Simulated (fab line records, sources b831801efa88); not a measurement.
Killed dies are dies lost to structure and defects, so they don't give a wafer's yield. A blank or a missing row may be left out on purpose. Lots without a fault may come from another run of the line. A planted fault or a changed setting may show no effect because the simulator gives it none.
Chamber matching | flow sky130 | SKY_SPACER_ETCHBACK_02 on rie_diel-01: 4 sister chambers
The step etches Si3N4 in CH3F/O2, stops on SiO2, time 46.7 s, target depth 45 nm. 14 wafers are shown with their chamber, then 7 later ones without.

WAFERS WITH THEIR CHAMBER
wafer  | chamber | drypump_motor_current_A (A) | throttle_valve_pct (%) | oes_product_au (a.u.)
L637.3 | 2       | 6.3                         | 10.555                 | 0.854
L637.5 | 0       | 5.7                         | 10.556                 | 0.856
L637.6 | 1       | 6.0                         | 10.568                 | 0.851
L640.1 | 2       | 6.3                         | 10.558                 | 0.853
L640.3 | 0       | 5.8                         | 10.565                 | 0.850
L640.4 | 3       | 5.5                         | 10.552                 | 0.851
L641.1 | 1       | 6.0                         | 10.556                 | 0.854
L641.2 | 3       | 5.5                         | 10.557                 | 0.852
L641.3 | 2       | 6.3                         | 10.558                 | 0.846
L642.1 | 0       | 5.7                         | 10.563                 | 0.859
L642.2 | 2       | 6.3                         | 10.559                 | 0.856
L642.3 | 1       | 6.1                         | 10.572                 | 0.857
L645.4 | 2       | 6.3                         | 10.567                 | 0.858
L645.5 | 3       | 5.5                         | 10.569                 | 0.859

SIGNATURES (means of the wafers above)
reading                 | chamber 0 | chamber 1 | chamber 2 | chamber 3 | scatter within a chamber
drypump_motor_current_A | 5.733     | 6.033     | 6.300     | 5.500     | 0.0365
throttle_valve_pct      | 10.56133  | 10.56533  | 10.55940  | 10.55933  | 0.00646
oes_product_au          | 0.85500   | 0.85400   | 0.85340   | 0.85400   | 0.00426
Rule: a wafer's distance from a chamber is the root of the sum, over the readings, of the square of ((its reading less the chamber's mean) divided by the reading's scatter). The wafer belongs to the nearest chamber; if the next one is less than 2 further off, it can't be placed. The scatter: the root of (the sum of the squares of (reading less its chamber's mean) over the shown wafers, divided by (wafers less chambers)).

WAFERS WITHOUT THEIR CHAMBER
wafer  | drypump_motor_current_A (A) | throttle_valve_pct (%) | oes_product_au (a.u.)
L645.6 | 6.3                         | 10.558                 | 0.867
L650.1 | 6.1                         | 10.555                 | 0.855
L650.2 | 5.8                         | 10.565                 | 0.853
L650.3 | 5.5                         | 10.570                 | 0.847
L656.4 | 5.8                         | 10.565                 | 0.855
L656.5 | 6.3                         | 10.580                 | 0.863
L656.6 | 6.1                         | 10.561                 | 0.848

WHICH CHAMBER EACH WENT THROUGH
wafer  | from the rows above | in truth
L645.6 | 2                   | 2
L650.1 | 1                   | 1
L650.2 | 0                   | 0
L650.3 | 3                   | 3
L656.4 | 0                   | 0
L656.5 | 2                   | 2
L656.6 | 1                   | 1
Placed correctly: 7 of 7. Can't be placed from these rows: 0. Placed wrongly: 0.
